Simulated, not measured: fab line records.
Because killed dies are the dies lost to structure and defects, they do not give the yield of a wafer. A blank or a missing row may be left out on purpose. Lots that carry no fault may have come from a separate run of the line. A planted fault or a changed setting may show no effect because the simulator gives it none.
fab line records	flow sky130
record: lots: 12	wafers: 36	lastDay: 50
route steps=708 shown CAP2M@616 VIA4@642 PAD_OPEN@708
lots that met no fault: from a run of the same line without faults
startH: start of the lot's first displayed wafer, in hours after the record's first day	waitH: hours from the lot's prior step to this one	" the same as in the row above	L1.1+2: a single row standing in for several wafers	- either no value or no given start	* or withheld: withheld	< > ~ a bound
route shown NAME@n: NAME is a module with steps in the file, n the number in the route of the first one	usual: average and standard deviation across the fault-free wafers	same: alike in all rows	chamber/n: place in a boat	sites: the reading at each site	_std_site: standard deviation across them	_edge_site: mean of outer sites minus mean of inner sites	radiusMm: for every site, how far away it sits from the centre of the wafer	mask NAME#n: copy n	behind: the tool/chamber that last shaped the wafer	hold: the reason the lot was held/the length of the hold in hours/how it ended	device: transistor that didn't switch, given as n, p or np	end of line: the same wafers' tests at the end of the route	a step with no rows: only its recipe	killed: dies that structure and defects cost at the first sort, which is not the same as the wafer's yield	map: dies across one wafer; x = killed, . = not, _ = none there
set.NAME: setting as actually run; set.NAME@STEP: the setting as run at that earlier step	model.NAME: the simulator's own value behind a step, which no gauge read
a sample of lots followed through the steps of the route, with each step as a table and each wafer as a row
services: from which hour (startH, from the record's first day; less than 0 if before it) a tool's chamber was out of use, for how many hours, and why
== steps ==
step: SKY_CAP2M_METAL_ETCH_13
recipe: targetDepthNm: 220	stopOn: SiO2	chemistry: Cl2/BCl3	target: TiN	pressureMtorr: 10	icpW: 900	biasW: 48.5	Cl2_flow_sccm: 60	bcl3FlowSccm: 30	timeS: 62.9
usual: drypumpMotorCurrentA: 5.72/0.12	oesProductAu: 0.942/0.0091	throttleValvePct: 21.901/0.011
lot.wafer	tool	chamber	startH	waitH	drypumpMotorCurrentA	oesProductAu	rfHoursCounterH	throttleValvePct
L728.2	rieMetal-03	1	966.14	0.0	5.88	0.933	6	21.905
L728.4	"	1	"	"	5.85	0.926	-	21.906
L728.6	"	0	"	"	5.66	0.940	-	21.912
L729.1	rieMetal-01	0	968.04	0.0	5.70	0.935	8	21.910
L729.3	"	0	"	"	5.68	0.944	-	21.904
L729.4	"	1	"	"	5.93	0.937	-	21.900
L730.2	rieMetal-04	1	968.39	0.0	5.51	0.935	18	21.912
L730.3	"	1	"	"	5.50	0.931	-	21.921
L730.4	"	0	"	"	5.71	0.920	-	21.936
L732.1	rieMetal-04	0	988.64	0.0	5.70	0.956	17	21.897
L732.5	"	1	"	"	5.50	0.953	-	21.892
L732.6	"	0	"	"	5.70	0.954	-	21.881
L734.1	rieMetal-01	1	996.79	0.0	5.93	0.935	19	21.906
L734.4	"	1	"	"	5.92	0.930	-	21.907
L734.6	"	0	"	"	5.72	0.934	-	21.909
L735.2	rieMetal-04	0	1006.19	0.0	5.71	0.944	18	21.900
L735.3	"	0	"	"	5.71	0.936	-	21.919
L735.6	"	0	"	"	5.73	0.940	-	21.897
L744.1	rieMetal-04	0	1053.59	0.0	5.70	0.941	22	21.874
L744.4	"	0	"	"	5.68	0.961	-	21.883
L744.5	"	1	"	"	5.54	0.964	-	21.908
L745.2	rieMetal-01	1	1073.39	0.0	5.92	0.952	2	21.901
L745.3	"	1	"	"	5.91	0.949	-	21.908
L745.5	"	1	"	"	5.92	0.951	-	21.885
L747.3	rieMetal-03	0	1080.56	0.0	5.69	0.943	-	21.909
L747.4	"	1	"	"	5.87	0.938	-	21.896
L747.6	"	0	"	"	5.70	0.928	-	21.897
L748.1	rieMetal-01	1	1080.92	0.0	5.91	0.944	2	21.907
L748.4	"	1	"	"	5.91	0.955	-	21.900
L748.5	"	1	"	"	5.90	0.931	-	21.907
L750.2	rieMetal-04	0	1097.39	0.0	5.70	0.926	25	21.900
L750.3	"	1	"	"	5.53	0.949	-	21.907
L750.6	"	1	"	"	5.53	0.937	-	21.908
L751.1	rieMetal-01	0	1098.42	0.0	5.71	0.950	17	21.901
L751.4	"	0	"	"	5.71	0.950	-	21.894
L751.6	"	0	"	"	5.69	0.945	-	21.887
step: SKY_VIA4_BOW_MEAS_03
recipe: mode: bow
usual: VIA4_BOW: 81/8.9
lot.wafer	tool	chamber	startH	waitH	VIA4_BOW[um]
L728.2	filmMetro-03	-	991.75	0.1	83
L728.4	"	-	"	"	86
L728.6	"	-	"	"	70
L729.1	filmMetro-04	-	993.24	0.1	97
L729.3	"	-	"	"	94
L729.4	"	-	"	"	100
L730.2	filmMetro-04	-	993.54	0.3	88
L730.3	"	-	"	"	89
L730.4	"	-	"	"	87
L732.1	filmMetro-02	-	1014.37	0.1	85
L732.5	"	-	"	"	78
L732.6	"	-	"	"	80
L734.1	filmMetro-04	-	1022.44	0.1	81
L734.4	"	-	"	"	76
L734.6	"	-	"	"	64
L735.2	filmMetro-04	-	1030.71	0.3	86
L735.3	"	-	"	"	85
L735.6	"	-	"	"	89
L744.1	filmMetro-02	-	1077.15	0.2	81
L744.4	"	-	"	"	92
L744.5	"	-	"	"	82
L745.2	filmMetro-02	-	1100.48	0.2	77
L745.3	"	-	"	"	88
L745.5	"	-	"	"	87
L747.3	filmMetro-03	-	1104.00	0.2	80
L747.4	"	-	"	"	81
L747.6	"	-	"	"	92
L748.1	filmMetro-03	-	1104.26	0.1	78
L748.4	"	-	"	"	92
L748.5	"	-	"	"	77
L750.2	filmMetro-03	-	1119.61	0.2	68
L750.3	"	-	"	"	65
L750.6	"	-	"	"	60
L751.1	filmMetro-04	-	1119.94	0.1	96
L751.4	"	-	"	"	76
L751.6	"	-	"	"	84
step: SKY_VIA4_DEVELOP_10
recipe: resist: NOVOLAK	developer: TMAH	developTimeS: 60	devTempC: 23
usual: developerTempC: 23.02/0.12
lot.wafer	tool	chamber	startH	waitH	developerTempC
L728.2	lithoTrack-02	0	1014.18	0.1	23.14
L728.4	"	0	"	"	23.28
L728.6	"	0	"	"	23.11
L729.1	lithoTrack-04	0	1016.23	0.1	23.03
L729.3	"	0	"	"	23.02
L729.4	"	0	"	"	23.18
L730.2	lithoTrack-02	0	1016.43	0.1	22.98
L730.3	"	0	"	"	23.01
L730.4	"	0	"	"	22.88
L732.1	lithoTrack-04	0	1036.83	0.1	23.01
L732.5	"	0	"	"	22.93
L732.6	"	0	"	"	23.05
L734.1	lithoTrack-03	0	1044.58	0.1	22.94
L734.4	"	0	"	"	23.06
L734.6	"	0	"	"	23.06
L735.2	lithoTrack-04	0	1052.51	0.1	22.93
L735.3	"	0	"	"	22.96
L735.6	"	0	"	"	22.89
L744.1	lithoTrack-04	0	1097.13	0.1	24.04
L744.4	"	0	"	"	23.89
L744.5	"	0	"	"	24.02
L745.2	lithoTrack-04	0	1119.66	0.1	23.96
L745.3	"	0	"	"	23.97
L745.5	"	0	"	"	24.10
L747.3	lithoTrack-02	0	1123.75	0.1	22.86
L747.4	"	0	"	"	22.94
L747.6	"	0	"	"	22.96
L748.1	lithoTrack-02	0	1124.00	0.1	22.83
L748.4	"	0	"	"	22.75
L748.5	"	0	"	"	22.64
L750.2	lithoTrack-03	0	1137.05	0.1	22.94
L750.3	"	0	"	"	22.79
L750.6	"	0	"	"	22.85
L751.1	lithoTrack-03	0	1137.33	0.1	23.03
L751.4	"	0	"	"	23.07
L751.6	"	0	"	"	22.89
step: SKY_VIA4_CMP_21
recipe: stopOn: SiO2	tOverpolishS: 25	downForcePsi: 3.5	platenRpm: 60	targetThkNm: 0	padVelocityMS: 0.94248
usual: motorCurrentA: 11.0/1.3	overpolishRunS: 25.000/0.0093	timeToEndpointS: 125/4.7
lot.wafer	tool	chamber	startH	waitH	motorCurrentA	overpolishRunS	timeToEndpointS
L728.4	cmp-02	1	1015.41	0.0	10.7	24.977	131
L728.2	"	0	"	"	11.7	25.008	125
L728.6	"	1	"	"	10.5	24.989	133
L729.1	cmp-01	2	1017.49	0.1	11.2	25.015	121
L729.3	"	3	"	"	11.2	25.005	121
L729.4	"	1	"	"	9.5	25.025	119
L730.2	cmp-01	2	1017.79	0.1	10.5	25.004	128
L730.3	"	3	"	"	11.7	25.014	122
L730.4	"	1	"	"	9.5	24.994	125
L732.1	cmp-02	2	1038.12	0.1	10.4	25.011	131
L732.6	"	2	"	"	10.2	25.004	132
L732.5	"	3	"	"	9.7	24.988	129
L734.1	cmp-01	1	1046.20	0.4	9.3	25.002	126
L734.4	"	3	"	"	11.8	25.007	124
L734.6	"	0	"	"	13.7	25.001	120
L735.2	cmp-01	1	1053.72	0.0	9.7	25.007	124
L735.3	"	0	"	"	13.8	24.977	119
L735.6	"	2	"	"	11.0	25.000	123
L744.1	cmp-02	2	1102.31	3.6	10.1	25.008	129
L744.4	"	0	"	"	12.5	24.990	127
L744.5	"	2	"	"	10.6	24.997	125
L745.2	cmp-01	3	1120.94	0.0	11.8	24.998	126
L745.3	"	1	"	"	9.7	25.008	129
L745.5	"	3	"	"	11.2	25.019	128
L747.4	cmp-02	0	1125.02	0.1	12.0	25.001	120
L747.3	"	3	"	"	9.9	24.995	124
L747.6	"	0	"	"	11.6	25.007	119
L748.4	cmp-02	3	1125.32	0.1	9.3	24.994	125
L748.1	"	0	"	"	11.6	24.990	123
L748.5	"	0	"	"	11.7	24.998	120
L750.2	cmp-02	0	1138.58	0.3	12.4	24.991	121
L750.3	"	1	"	"	10.7	25.021	129
L750.6	"	1	"	"	10.7	24.993	130
L751.4	cmp-02	0	1139.28	0.7	11.8	24.994	123
L751.1	"	1	"	"	10.1	25.005	129
L751.6	"	3	"	"	9.6	25.003	122
step: SKY_PAD_OPEN_PROBE_99
usual: defectLimitedYield: 82.4/1.9	killed_at_M0_to_M3: 43/6.5	killed_at_M4_up: 3.3/2	killedAtContacts: 24/5.2	killedAtFrontEnd: 16/4.2	killedAtOther: 0.3/0.6	killedDies: 87/9.3	killedOnRim: 18/4.2	killedOpen: 47/7.8	killedShort: 39/6.2	sort_bin_3_pad_short: 0.9/0.42	sort_bin_5_function: 10.5/1.4	sort_bin_6_memory: 6.3/0.97	sortNPass: 405/9.3	sortYieldPct: 82.4/1.9
same: grossDies: 492	killedAtBackSide: 0	sort_bin_4_leakage[%]: 0	sort_bin_8_speed[%]: 0
lot.wafer	tool	chamber	startH	waitH	defectLimitedYield[%]	killed_at_M0_to_M3	killed_at_M4_up	killedAtContacts	killedAtFrontEnd	killedAtOther	killedDies	killedOnRim	killedOpen	killedShort	sort_bin_3_pad_short[%]	sort_bin_5_function[%]	sort_bin_6_memory[%]	sortNPass	sortYieldPct[%]
L728.2	prober-01	-	1084.20	0.1	81.7	52	0	21	16	1	90	21	52	37	1.2	10.4	6.7	402	81.7
L728.4	prober-01	-	1084.30	0.2	85.4	41	1	21	9	0	72	17	37	35	0.6	9.3	4.7	420	85.4
L728.6	prober-01	-	1084.40	0.2	81.7	45	5	19	20	1	90	18	44	46	0.8	10.8	6.7	402	81.7
L729.1	prober-01	-	1085.23	0.1	83.5	35	3	23	19	1	81	13	41	40	1.2	8.3	6.9	411	83.5
L729.3	prober-01	-	1085.33	0.2	83.3	37	2	22	21	0	82	16	47	34	0.6	7.9	8.1	410	83.3
L729.4	prober-01	-	1085.38	0.2	82.1	44	1	22	21	0	88	16	45	43	0.2	11.0	6.7	404	82.1
L730.2	prober-01	-	1088.39	0.1	81.1	52	3	23	15	0	93	25	54	39	1.2	10.8	6.9	399	81.1
L730.3	prober-01	-	1088.44	0.2	80.7	43	2	38	12	0	95	18	64	31	0.4	12.4	6.5	397	80.7
L730.4	prober-01	-	1088.49	0.2	81.1	48	1	30	14	0	93	24	52	41	0.2	13.0	5.7	399	81.1
L732.1	prober-02	-	1105.58	0.1	80.9	47	1	26	19	1	94	27	47	46	1.4	10.8	6.9	398	80.9
L732.5	prober-02	-	1105.78	0.2	84.6	39	1	20	16	0	76	14	41	35	0.8	9.6	5.1	416	84.6
L732.6	prober-02	-	1105.83	0.2	81.3	50	3	28	11	0	92	21	41	51	0.8	10.8	7.1	400	81.3
L734.1	prober-02	-	1111.55	0.1	81.5	37	3	29	21	1	91	17	55	36	0.8	11.6	6.1	401	81.5
L734.4	prober-02	-	1111.70	0.2	82.5	34	2	23	26	1	86	14	39	47	0.4	11.2	5.9	406	82.5
L734.6	prober-02	-	1111.80	0.2	83.3	35	4	27	16	0	82	15	47	35	0	10.8	5.9	410	83.3
L735.2	prober-02	-	1118.68	0.1	80.3	50	3	34	10	0	97	21	59	38	0.8	12.2	6.7	395	80.3
L735.3	prober-02	-	1118.73	0.2	83.7	47	4	23	6	0	80	19	38	42	0.8	11.0	4.5	412	83.7
L735.6	prober-02	-	1118.88	0.2	82.5	44	7	24	11	0	86	20	44	41	1.4	10.6	5.5	406	82.5
L744.1	prober-01	-	1160.60	0.1	81.1	46	4	25	18	0	93	15	46	47	1.2	11.0	6.7	399	81.1
L744.4	prober-01	-	1160.75	0.2	81.7	43	4	25	18	0	90	16	49	41	1.6	10.6	6.1	402	81.7
L744.5	prober-01	-	1160.80	0.2	82.3	37	4	29	17	0	87	16	52	35	0.8	11.8	5.1	405	82.3
L745.2	prober-02	-	1177.57	0.1	84.1	44	5	15	13	1	78	21	37	39	0.8	8.9	6.1	414	84.1
L745.3	prober-02	-	1177.62	0.2	81.7	45	2	26	17	0	90	15	48	41	0.4	12.0	5.9	402	81.7
L745.5	prober-02	-	1177.72	0.2	83.5	36	3	21	21	0	81	25	49	32	0.4	8.7	7.3	411	83.5
L747.3	prober-02	-	1180.50	0.2	83.5	44	4	18	15	0	81	15	33	45	0.8	8.7	6.9	411	83.5
L747.4	prober-02	-	1180.55	0.2	84.1	33	4	23	18	0	78	17	43	35	0.6	8.9	6.3	414	84.1
L747.6	prober-02	-	1180.65	0.2	83.1	39	7	26	10	1	83	17	42	41	1.4	9.8	5.7	409	83.1
L748.1	prober-01	-	1181.55	0.1	82.3	38	7	22	20	0	87	19	53	33	1.4	8.3	7.9	405	82.3
L748.4	prober-01	-	1181.70	0.2	82.7	39	4	23	19	0	85	20	39	45	0.6	11.6	5.1	407	82.7
L748.5	prober-01	-	1181.75	0.2	79.9	51	6	21	21	0	99	29	47	52	1.0	11.8	7.3	393	79.9
L750.2	prober-01	-	1192.50	0.1	85.4	30	2	21	19	0	72	17	32	40	0.4	10.2	4.1	420	85.4
L750.3	prober-01	-	1192.55	0.2	86.6	36	0	18	12	0	66	19	32	34	1.2	8.5	3.7	426	86.6
L750.6	prober-01	-	1192.70	0.2	82.5	39	1	33	13	0	86	19	42	44	0.8	10.2	6.5	406	82.5
L751.1	prober-02	-	1193.09	0.1	79.5	47	2	27	25	0	101	23	46	55	1.4	12.6	6.5	391	79.5
L751.4	prober-02	-	1193.24	0.2	79.7	49	5	27	19	0	100	20	47	53	0.8	12.0	7.5	392	79.7
L751.6	prober-02	-	1193.34	0.2	83.1	52	3	17	11	0	83	19	49	34	0.4	10.2	6.3	409	83.1
killed by level:class
L728.2 VIA1:geometricParticle:open=12 METAL1:geometricParticle:short=10 CONTACT:geometricParticle:open=9 VIA3:geometricParticle:open=9 FIELD_ISO:geometricParticle:open=5 LI_CONTACT:geometricParticle:open=5 VIA2:geometricParticle:open=5 FIELD_ISO:geometricParticle:short=4
L728.4 CONTACT:geometricParticle:open=10 VIA1:geometricParticle:open=6 METAL2:geometricParticle:short=5 CONTACT:geometricParticle:short=5 VIA1:geometricParticle:short=5 FIELD_ISO:geometricParticle:open=4 VIA2:geometricParticle:open=4 METAL1:geometricParticle:short=4
L728.6 CONTACT:geometricParticle:open=10 VIA3:geometricParticle:open=9 FIELD_ISO:geometricParticle:short=8 VIA1:geometricParticle:open=7 METAL2:geometricParticle:short=7 VIA3:geometricParticle:short=6 METAL1:geometricParticle:short=4 POLY_GATE:geometricParticle:short=4
L729.1 CONTACT:geometricParticle:open=12 VIA1:geometricParticle:open=7 FIELD_ISO:geometricParticle:short=6 LI_CONTACT:geometricParticle:open=6 VIA1:geometricParticle:short=6 METAL2:geometricParticle:short=5 POLY_GATE:geometricParticle:open=5 METAL1:geometricParticle:short=4
L729.3 VIA2:geometricParticle:open=8 POLY_GATE:geometricParticle:open=7 CONTACT:geometricParticle:open=7 METAL2:geometricParticle:short=6 METAL1:geometricParticle:short=5 VIA1:geometricParticle:open=5 FIELD_ISO:geometricParticle:open=4 LI_CONTACT:geometricParticle:short=4
L729.4 VIA1:geometricParticle:open=13 POLY_GATE:geometricParticle:short=9 METAL2:geometricParticle:short=7 POLY_GATE:geometricParticle:open=6 CONTACT:geometricParticle:open=6 METAL1:geometricParticle:short=6 LI_CONTACT:geometricParticle:open=5 VIA3:geometricParticle:open=5
L730.2 VIA1:geometricParticle:open=14 METAL2:geometricParticle:short=12 CONTACT:geometricParticle:open=11 VIA3:geometricParticle:open=9 LI_CONTACT:geometricParticle:open=6 LOCAL_INTERCONNECT:geometricParticle:short=6 FIELD_ISO:geometricParticle:open=5 METAL1:geometricParticle:short=4
L730.3 CONTACT:geometricParticle:open=15 LI_CONTACT:geometricParticle:open=12 VIA2:geometricParticle:open=11 VIA1:geometricParticle:open=10 CONTACT:geometricParticle:short=7 FIELD_ISO:geometricParticle:short=5 METAL1:geometricParticle:short=5 METAL2:geometricParticle:short=4
L730.4 CONTACT:geometricParticle:open=13 VIA1:geometricParticle:open=11 FIELD_ISO:geometricParticle:short=7 LI_CONTACT:geometricParticle:open=7 VIA3:geometricParticle:open=7 VIA1:geometricParticle:short=6 METAL2:geometricParticle:short=6 VIA2:geometricParticle:open=5
L732.1 VIA1:geometricParticle:open=14 CONTACT:geometricParticle:short=8 METAL2:geometricParticle:short=8 VIA2:geometricParticle:open=6 FIELD_ISO:geometricParticle:open=5 POLY_GATE:geometricParticle:short=5 LI_CONTACT:geometricParticle:open=5 CONTACT:geometricParticle:open=5
L732.5 VIA1:geometricParticle:open=9 CONTACT:geometricParticle:open=7 LI_CONTACT:geometricParticle:open=6 METAL2:geometricParticle:short=6 POLY_GATE:geometricParticle:open=5 VIA1:geometricParticle:short=5 FIELD_ISO:geometricParticle:open=4 CONTACT:geometricParticle:short=4
L732.6 CONTACT:geometricParticle:open=11 METAL2:geometricParticle:short=9 VIA1:geometricParticle:open=8 CONTACT:geometricParticle:short=7 LI_CONTACT:geometricParticle:short=5 LI_CONTACT:geometricParticle:open=5 VIA2:geometricParticle:short=5 METAL3:geometricParticle:short=5
L734.1 VIA2:geometricParticle:open=9 POLY_GATE:geometricParticle:open=8 LI_CONTACT:geometricParticle:open=8 CONTACT:geometricParticle:open=8 VIA1:geometricParticle:open=8 LI_CONTACT:geometricParticle:short=5 LOCAL_INTERCONNECT:geometricParticle:short=5 METAL2:geometricParticle:short=5
L734.4 FIELD_ISO:geometricParticle:open=7 FIELD_ISO:geometricParticle:short=7 LOCAL_INTERCONNECT:geometricParticle:short=7 METAL2:geometricParticle:short=7 CONTACT:geometricParticle:short=6 CONTACT:geometricParticle:open=6 VIA3:geometricParticle:open=6 VIA2:geometricParticle:open=5
L734.6 VIA2:geometricParticle:open=11 CONTACT:geometricParticle:open=9 FIELD_ISO:geometricParticle:short=6 LI_CONTACT:geometricParticle:open=6 VIA1:geometricParticle:open=6 LOCAL_INTERCONNECT:geometricParticle:short=5 CONTACT:geometricParticle:short=5 VIA3:geometricParticle:open=5
L735.2 CONTACT:geometricParticle:open=13 VIA1:geometricParticle:open=12 VIA3:geometricParticle:open=8 VIA2:geometricParticle:open=7 LOCAL_INTERCONNECT:geometricParticle:short=6 VIA2:geometricParticle:short=6 LI_CONTACT:geometricParticle:open=6 CONTACT:geometricParticle:short=5
L735.3 VIA1:geometricParticle:open=10 CONTACT:geometricParticle:open=8 METAL1:geometricParticle:short=7 VIA2:geometricParticle:open=6 CONTACT:geometricParticle:short=5 LI_CONTACT:geometricParticle:open=5 METAL2:geometricParticle:short=5 VIA3:geometricParticle:open=5
L735.6 CONTACT:geometricParticle:open=11 VIA1:geometricParticle:open=9 VIA2:geometricParticle:open=7 CONTACT:geometricParticle:short=7 METAL2:geometricParticle:short=6 POLY_GATE:geometricParticle:short=5 METAL1:geometricParticle:short=5 METAL4:geometricParticle:short=5
L744.1 VIA3:geometricParticle:open=11 METAL1:geometricParticle:short=9 VIA1:geometricParticle:open=9 POLY_GATE:geometricParticle:short=7 LI_CONTACT:geometricParticle:open=7 LOCAL_INTERCONNECT:geometricParticle:short=6 CONTACT:geometricParticle:short=6 VIA2:geometricParticle:open=6
L744.4 VIA2:geometricParticle:open=10 VIA1:geometricParticle:open=10 FIELD_ISO:geometricParticle:short=8 CONTACT:geometricParticle:open=8 VIA3:geometricParticle:open=7 CONTACT:geometricParticle:short=6 METAL1:geometricParticle:short=5 METAL2:geometricParticle:short=5
L744.5 CONTACT:geometricParticle:open=13 LI_CONTACT:geometricParticle:open=10 VIA1:geometricParticle:open=9 METAL2:geometricParticle:short=7 FIELD_ISO:geometricParticle:open=6 METAL1:geometricParticle:short=5 VIA3:geometricParticle:open=5 LOCAL_INTERCONNECT:geometricParticle:short=4
L745.2 VIA1:geometricParticle:open=16 METAL1:geometricParticle:short=8 CONTACT:geometricParticle:open=6 CONTACT:geometricParticle:short=5 VIA3:geometricParticle:open=5 POLY_GATE:geometricParticle:short=4 METAL4:geometricParticle:short=4 FIELD_ISO:geometricParticle:short=3
L745.3 CONTACT:geometricParticle:open=12 METAL2:geometricParticle:short=8 FIELD_ISO:geometricParticle:open=7 LI_CONTACT:geometricParticle:open=7 METAL1:geometricParticle:short=7 VIA1:geometricParticle:short=5 VIA1:geometricParticle:open=5 VIA2:geometricParticle:open=5
L745.5 CONTACT:geometricParticle:open=10 VIA3:geometricParticle:open=8 VIA1:geometricParticle:open=7 FIELD_ISO:geometricParticle:open=6 POLY_GATE:geometricParticle:open=6 LI_CONTACT:geometricParticle:open=6 METAL2:geometricParticle:short=6 METAL1:geometricParticle:short=5
L747.3 LI_CONTACT:geometricParticle:open=7 METAL1:geometricParticle:short=7 VIA1:geometricParticle:open=7 METAL2:geometricParticle:short=6 POLY_GATE:geometricParticle:short=5 CONTACT:geometricParticle:open=5 VIA1:geometricParticle:short=5 VIA3:geometricParticle:short=5
L747.4 CONTACT:geometricParticle:open=7 VIA2:geometricParticle:open=7 FIELD_ISO:geometricParticle:open=6 VIA1:geometricParticle:open=6 VIA3:geometricParticle:open=6 LOCAL_INTERCONNECT:geometricParticle:short=5 FIELD_ISO:geometricParticle:short=4 LI_CONTACT:geometricParticle:short=4
L747.6 VIA1:geometricParticle:open=12 CONTACT:geometricParticle:open=11 LOCAL_INTERCONNECT:geometricParticle:short=6 METAL2:geometricParticle:short=6 METAL4:geometricParticle:short=6 LI_CONTACT:geometricParticle:open=5 METAL1:geometricParticle:short=5 VIA1:geometricParticle:short=4
L748.1 VIA1:geometricParticle:open=16 CONTACT:geometricParticle:open=8 POLY_GATE:geometricParticle:open=5 METAL1:geometricParticle:short=5 CONTACT:geometricParticle:short=4 LI_CONTACT:geometricParticle:open=4 LOCAL_INTERCONNECT:geometricParticle:short=4 VIA2:geometricParticle:open=4
L748.4 CONTACT:geometricParticle:short=7 VIA1:geometricParticle:open=7 METAL2:geometricParticle:short=6 FIELD_ISO:geometricParticle:open=6 VIA2:geometricParticle:open=6 VIA3:geometricParticle:open=6 LOCAL_INTERCONNECT:geometricParticle:short=5 CONTACT:geometricParticle:open=5
L748.5 LI_CONTACT:geometricParticle:open=8 VIA1:geometricParticle:short=8 POLY_GATE:geometricParticle:open=7 VIA1:geometricParticle:open=7 METAL3:geometricParticle:short=7 FIELD_ISO:geometricParticle:open=6 METAL2:geometricParticle:short=6 METAL1:geometricParticle:short=6
L750.2 POLY_GATE:geometricParticle:short=7 CONTACT:geometricParticle:open=6 LOCAL_INTERCONNECT:geometricParticle:short=6 VIA1:geometricParticle:open=6 VIA2:geometricParticle:open=5 FIELD_ISO:geometricParticle:open=4 POLY_GATE:geometricParticle:open=4 CONTACT:geometricParticle:short=4
L750.3 VIA1:geometricParticle:open=9 CONTACT:geometricParticle:short=6 CONTACT:geometricParticle:open=6 METAL2:geometricParticle:short=6 VIA2:geometricParticle:open=5 VIA3:geometricParticle:short=5 FIELD_ISO:geometricParticle:open=4 LI_CONTACT:geometricParticle:open=4
L750.6 CONTACT:geometricParticle:open=13 CONTACT:geometricParticle:short=9 VIA1:geometricParticle:open=9 METAL1:geometricParticle:short=6 METAL3:geometricParticle:short=5 VIA2:geometricParticle:open=5 FIELD_ISO:geometricParticle:short=4 POLY_GATE:geometricParticle:short=4
L751.1 FIELD_ISO:geometricParticle:short=10 METAL1:geometricParticle:short=9 VIA3:geometricParticle:open=8 LOCAL_INTERCONNECT:geometricParticle:short=7 VIA1:geometricParticle:open=7 FIELD_ISO:geometricParticle:open=6 VIA2:geometricParticle:open=6 CONTACT:geometricParticle:open=6
L751.4 VIA1:geometricParticle:open=12 METAL1:geometricParticle:short=8 CONTACT:geometricParticle:open=7 METAL2:geometricParticle:short=7 LI_CONTACT:geometricParticle:open=6 FIELD_ISO:geometricParticle:short=5 LOCAL_INTERCONNECT:geometricParticle:short=5 CONTACT:geometricParticle:short=5
L751.6 VIA1:geometricParticle:open=13 VIA3:geometricParticle:open=9 VIA2:geometricParticle:open=8 CONTACT:geometricParticle:open=7 VIA1:geometricParticle:short=7 METAL2:geometricParticle:short=6 METAL1:geometricParticle:short=6 CONTACT:geometricParticle:short=4
== services ==
tool	chamber	startH	hours	kind
rieMetal-04	1	952.12	10.9	repair
cmp-02	-	956.80	1.4	repair
rieMetal-04	-	979.42	0.7	repair
rieMetal-04	-	999.97	2.6	repair
cmp-01	-	1006.49	2.0	repair
rieMetal-01	-	1011.47	0.9	repair
rieMetal-01	1	1024.67	-	clean
rieMetal-01	1	1024.67	19.6	scheduledDown
rieMetal-01	1	1024.67	19.6	ventCycle
cmp-01	-	1026.40	0.5	repair
rieMetal-04	1	1032.65	-	clean
cmp-02	-	1045.22	3.7	repair
cmp-01	-	1071.93	0.6	repair
cmp-01	-	1073.68	0.3	repair
cmp-01	-	1078.25	24.5	repair
cmp-01	-	1084.51	13.4	repair
cmp-02	-	1095.86	4.0	pm
cmp-02	-	1099.86	-	consumableReplace:conditioner
cmp-02	-	1099.86	-	consumableReplace:pad
rieMetal-01	-	1100.28	2.2	repair
rieMetal-04	-	1100.75	2.8	pm
cmp-01	-	1122.96	1.5	repair
rieMetal-01	-	1135.32	1.2	repair
cmp-01	-	1136.95	5.1	pm
== key ==
firstSign: step: SKY_VIA4_DEVELOP_10	reading: developerTempC	direction: up	sigmas: 8.5	usual: *	struck: *
effect none on later readings
metAt SKY_VIA4_DEVELOP_10
struckLots L744,L745
notActingAt SKY_CAP2M_METAL_ETCH_13,SKY_VIA4_BOW_MEAS_03,SKY_VIA4_CMP_21
onsetBetween 1052.51 1097.13
fault: kind: processParameterDrift	tool: lithoTrack-04	chamber: -	onsetH: 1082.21	steps: SKY_VIA4_DEVELOP_10	channel: devTempC	offset: *	shape: step	endH: 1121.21	actsIn: *	stated: *
